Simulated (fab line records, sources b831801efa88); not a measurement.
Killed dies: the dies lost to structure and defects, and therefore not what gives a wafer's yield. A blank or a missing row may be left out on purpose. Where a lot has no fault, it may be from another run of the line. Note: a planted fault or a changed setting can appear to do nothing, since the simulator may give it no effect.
Which tool was responsible?    flow sky130    14 lots with 42 wafers sampled at 4 steps, on a route of 708 steps

WHAT THE GAUGES READ, wafer by wafer
SKY_LDD_HVP_TW_MEAS_10. Usual: for LDD_HVP_TW the level is 461 and the standard deviation is 3.2.
lot   measured      on             LDD_HVP_TW   flag
L225  day 23 01:00  film_metro-02  464 462 465  
L226  day 23 13:22  film_metro-02  465 465 462  
L227  day 23 16:46  film_metro-01  464 460 460  
L228  day 24 03:21  film_metro-04  457 459 460  
L229  day 24 07:24  film_metro-04  457 459 460  
L230  day 24 17:50  film_metro-02  465 467 465  
L231  day 25 01:07  film_metro-04  455 457 457  
L232  day 25 07:50  film_metro-04  457 456 456  
L233  day 25 18:43  film_metro-01  460 458 459  
L236  day 26 23:46  film_metro-01  462 458 461  
L237  day 27 03:21  film_metro-01  462 458 460  
L243  day 29 07:57  film_metro-04  462 460 457  
L244  day 29 16:18  film_metro-02  467 465 466  
L245  day 30 03:01  film_metro-04  459 462 457  

SKY_POLY_CUT_OVL_MEAS_09. Usual: for POLY_CUT_OVL the level is -6 nm and the standard deviation is 5.
lot   measured      on          POLY_CUT_OVL (nm)  flag
L225  day 25 15:19  overlay-02  -11 -4 -8          
L226  day 26 03:02  overlay-02  -11 -6 -5          
L227  day 26 07:13  overlay-01  -7 -7 -12          
L228  day 26 17:14  overlay-02  -13 -2 -16         
L229  day 26 20:49  overlay-01  -2 -4 -2           
L230  day 27 06:41  overlay-02  -13 -6 -7          
L231  day 27 14:38  overlay-01  -16 -13 -18        
L232  day 27 20:27  overlay-02  -14 -4 -2          
L233  day 28 07:29  overlay-02  -2 1 0             
L237  day 29 14:07  overlay-01  0 -5 -11           
L243  day 31 16:20  overlay-02  -4 -2 -3           
L244  day 32 01:19  overlay-01  -5 -4 -3           
L245  day 32 13:13  overlay-02  -4 -6 -5           

TOOL THAT RAN EACH LOT (tool first, then ch and the chambers of the sampled wafers, then the start)
lot   SKY_RES_PROTECT_STRIP_07              SKY_LDD_P_DEVELOP_06
L225  plasma_asher-01 ch 0,1, day 16 08:34  litho_track-04 ch 0, day 20 09:37
L226  plasma_asher-01 ch 0,1, day 16 21:34  litho_track-01 ch 0, day 20 22:49
L227  plasma_asher-02 ch 0,1, day 16 23:37  litho_track-04 ch 0, day 21 02:03
L228  plasma_asher-03 ch 0,1, day 17 11:22  litho_track-04 ch 0, day 21 13:25
L229  plasma_asher-01 ch 0,1, day 17 15:25  litho_track-01 ch 0, day 21 18:26
L230  plasma_asher-03 ch 0,1, day 18 02:15  litho_track-04 ch 0, day 22 05:12
L231  plasma_asher-02 ch 0,1, day 18 09:10  litho_track-03 ch 0, day 22 11:59
L232  plasma_asher-03 ch 0,1, day 18 16:30  litho_track-04 ch 0, day 22 19:49
L233  plasma_asher-01 ch 0,1, day 19 03:34  litho_track-01 ch 0, day 23 05:37
L236  plasma_asher-02 ch 0,1, day 20 06:28  litho_track-03, day 24 12:13
L237  plasma_asher-02 ch 0,1, day 20 15:24  litho_track-04, day 24 15:33
L243  plasma_asher-01 ch 0,1, day 23 00:58  litho_track-03 ch 0, day 26 21:44
L244  plasma_asher-01 ch 0,1, day 23 09:46  litho_track-03 ch 0, day 27 06:17
L245  plasma_asher-02 ch 0,1, day 23 20:57  litho_track-01 ch 0, day 27 17:46
- SKY_RES_PROTECT_STRIP_07: strips in O2/N2.
- SKY_LDD_P_DEVELOP_06: develop time 60 s.

WHAT THE TOOLS THEMSELVES READ (means of the sampled wafers that have a number; where no wafer has one, the mark that the record gives instead)
SKY_RES_PROTECT_STRIP_07. Usual: drypump_motor_current_A 5.67 A, standard deviation 0.16; oes_product_au 0.517 a.u., standard deviation 0.005; strip_time_to_endpoint_s 23.30 s, standard deviation 0.045.
lot   tool             drypump_motor_current_A (A)  oes_product_au (a.u.)  strip_time_to_endpoint_s (s)  flag
L225  plasma_asher-01  5.67                         0.519                  23.23                         
L226  plasma_asher-01  5.56                         0.521                  23.31                         
L227  plasma_asher-02  5.78                         0.518                  23.32                         
L228  plasma_asher-03  5.52                         0.514                  23.25                         
L229  plasma_asher-01  5.67                         0.520                  23.27                         
L230  plasma_asher-03  5.57                         0.516                  23.38                         
L231  plasma_asher-02  5.78                         0.512                  23.35                         
L232  plasma_asher-03  5.73                         0.518                  23.27                         
L233  plasma_asher-01  5.57                         0.520                  23.28                         
L236  plasma_asher-02  5.78                         0.513                  23.32                         
L237  plasma_asher-02  5.79                         0.524                  23.35                         
L243  plasma_asher-01  5.66                         0.523                  23.32                         
L244  plasma_asher-01  5.58                         0.515                  23.23                         
L245  plasma_asher-02  5.69                         0.521                  23.31                         

SKY_LDD_P_DEVELOP_06. Usual: 22.98 C for chill_plate_temp_C, sd 0.1.
lot   tool            chill_plate_temp_C (C)  flag
L225  litho_track-04  23.02                   
L226  litho_track-01  23.04                   
L227  litho_track-04  23.02                   
L228  litho_track-04  23.10                   
L229  litho_track-01  23.06                   
L230  litho_track-04  22.97                   
L231  litho_track-03  22.96                   
L232  litho_track-04  22.91                   
L233  litho_track-01  22.99                   
L236  litho_track-03  -                       OFF
L237  litho_track-04  -                       OFF
L243  litho_track-03  22.96                   
L244  litho_track-03  22.86                   
L245  litho_track-01  22.92                   

THE ANSWER, worked out from the rows above alone
Rule: a lot is off if the mean of its wafers that have a number lies more than 3 standard deviations from the usual mean. Also off: a lot with no number at a reading for which 4 or more lots have one. All remaining lots with rows at the step are treated as sound. After the gauges, taken in route order, come the tools' own readings; for these a lot's mean is taken, as printed above. The first step at which some lot is off is used, and at that step the reading that is off furthest; a lot without a number counts as furthest.
Off at SKY_LDD_P_DEVELOP_06 (chill_plate_temp_C): L236, L237. Without a number there: L236, L237.
A tool fits if, at that step or a process step before it, it ran every lot that is off, and no sound lot after the first of them. Not one of the candidates tried fits.

WHAT THE SIMULATOR HAD INSERTED
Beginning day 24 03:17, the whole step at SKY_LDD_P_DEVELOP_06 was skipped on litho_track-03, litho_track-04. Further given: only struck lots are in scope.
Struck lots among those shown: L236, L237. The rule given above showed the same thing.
